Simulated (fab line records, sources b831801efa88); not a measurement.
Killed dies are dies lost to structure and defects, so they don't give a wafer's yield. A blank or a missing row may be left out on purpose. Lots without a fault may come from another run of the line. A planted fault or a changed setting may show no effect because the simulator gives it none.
A struck lot beside a sound one | flow sky130 | 17 steps out of a route of 708
Sound: wafers L582.2, L582.4, L582.5. Struck: wafer L577.1. (L577.4 of the same lot was not struck and is left out.) The cause comes at the end.
At each step with rows: each side's tool, then ch and its chambers, then its first start. Under that, the readings that differ: sound wafers | struck wafers | difference of the means | sigmas: that difference in standard deviations of wafers without a fault.
alike: readings whose means differ by less than 2 such deviations, and words and numbers that are the same on both sides. not compared: withheld readings, readings that some wafer has no value for, bounds like >300 that may hide the same value, and numbers for which the record gives no deviation and whose values overlap.
The two part at a step that has a row with sigmas, a row that says differs or no value, or rows on one side only. Numbers that don't overlap but have no deviation are shown without sigmas and don't part them. A reading that every wafer of one side lacks parts them only if that side has two wafers or more.

first, 3 steps without rows for these wafers: SKY_SONOS_ONO_WET_ETCH_18 (etches Si3N4 in H3PO4, target depth 15 nm, time 172 s); SKY_GATE_OXIDE_CLEAN_00 (cleans in SC1/SC2, time 150 s); SKY_GATE_OXIDE_OXIDATION_01 (stabilise 600 s, purge 300 s, target thk 10.268 nm).
SKY_GATE_OXIDE_THK_MEAS_02:
  sound on film_metro-01, day 19 17:29; struck on film_metro-01, day 17 20:40
  alike: GATE_OXIDE_OXIDATION_00_THK
then, 7 steps without rows for these wafers: SKY_GATE_OXIDE_DEHYDRATE_03 (time 60 s); SKY_GATE_OXIDE_HMDS_04 (prime time 60 s); SKY_GATE_OXIDE_COAT_05 (resist thk 1140 nm); SKY_GATE_OXIDE_SOFTBAKE_06 (time 60 s); SKY_GATE_OXIDE_EXPOSE_07 (exposes mask LVOM, target cd 600 nm); SKY_GATE_OXIDE_PEB_08; SKY_GATE_OXIDE_DEVELOP_09 (develop time 60 s).
SKY_GATE_OXIDE_OVL_MEAS_10:
  sound on overlay-01, day 20 23:25; struck on overlay-01, day 19 01:06
  alike: GATE_OXIDE_OVL
SKY_GATE_OXIDE_IMPLANT_11:
  sound on implanter-02 ch 0, day 20 23:28; struck on implanter-04 ch 0, day 19 01:08
  alike: beam_energy_keV
then, 1 step without rows for these wafers: SKY_GATE_OXIDE_WET_ETCH_12 (etches SiO2 in dHF, target depth 16.8 nm, time 336 s).
SKY_GATE_OXIDE_STRIP_13: strips in O2/N2.
  sound on plasma_asher-01 ch 0,1, day 20 23:41; struck on plasma_asher-03 ch 0, day 19 01:23
  reading                      | sound             | struck | difference | sigmas
  strip_time_to_endpoint_s (s) | 14.21 14.22 14.16 | 14.08  | -0.12      | -3
  alike: drypump_motor_current_A, oes_product_au
  not compared: rf_hours_counter_h
SKY_GATE_OXIDE_TW_MEAS_14:
  sound on film_metro-03, day 20 23:48; struck on film_metro-01, day 19 01:43
  reading       | sound             | struck | difference | sigmas
  GATE_OXIDE_TW | 223.2 223.0 222.8 | 216.4  | -6.6       | -4
  not compared: hold
-- the record jumps here: 30 days lie between the struck wafers' starts before and after (it left off in module GATE_OXIDE and takes up again in module PAD_OPEN, whose first step shown is number 708 of the route) --
SKY_PAD_OPEN_PROBE_99:
  sound on prober-01, day 50 09:52; struck on prober-02, day 49 09:10
  reading                                     | sound             | struck                   | difference                   | sigmas
  hold                                        | - - -             | await_dispo/1.4h/release | no value on the sound wafers |
  killed_at_M0_to_M3                          | 29 30 37          | 52                       | +20                          | +3
  model.etest.tip_p.rs_ohm_sq                 | 6873 6916 6875    | 7157                     | +269                         |
  model.etest.pfet_01v8.r_on_ohm_um           | 2871 2870 2891    | 3072                     | +195                         |
  model.etest.tip_p.rs_ohm_sq_range           | 296.4 328.8 334.8 | 363.4                    | +43.4                        |
  model.etest.tip_p.rs_ohm_sq_rim_less_centre | 81.89 275.7 181.1 | -103.7                   | -283.3                       |
  alike: killed_at_M4_up, killed_at_contacts, killed_at_front_end, killed_at_other, killed_dies, killed_open, killed_short
  not compared: model.etest.nfet_01v8_lvt.drive_ua_um, model.etest.nfet_01v8.drive_ua_um, model.etest.nfet_01v8_turned.drive_ua_um, model.etest.nfet_01v8_swapped.drive_ua_um

WHERE THEY PART
First at SKY_GATE_OXIDE_STRIP_13; last, within this record, at SKY_PAD_OPEN_PROBE_99.

WHY: what the simulator had put in
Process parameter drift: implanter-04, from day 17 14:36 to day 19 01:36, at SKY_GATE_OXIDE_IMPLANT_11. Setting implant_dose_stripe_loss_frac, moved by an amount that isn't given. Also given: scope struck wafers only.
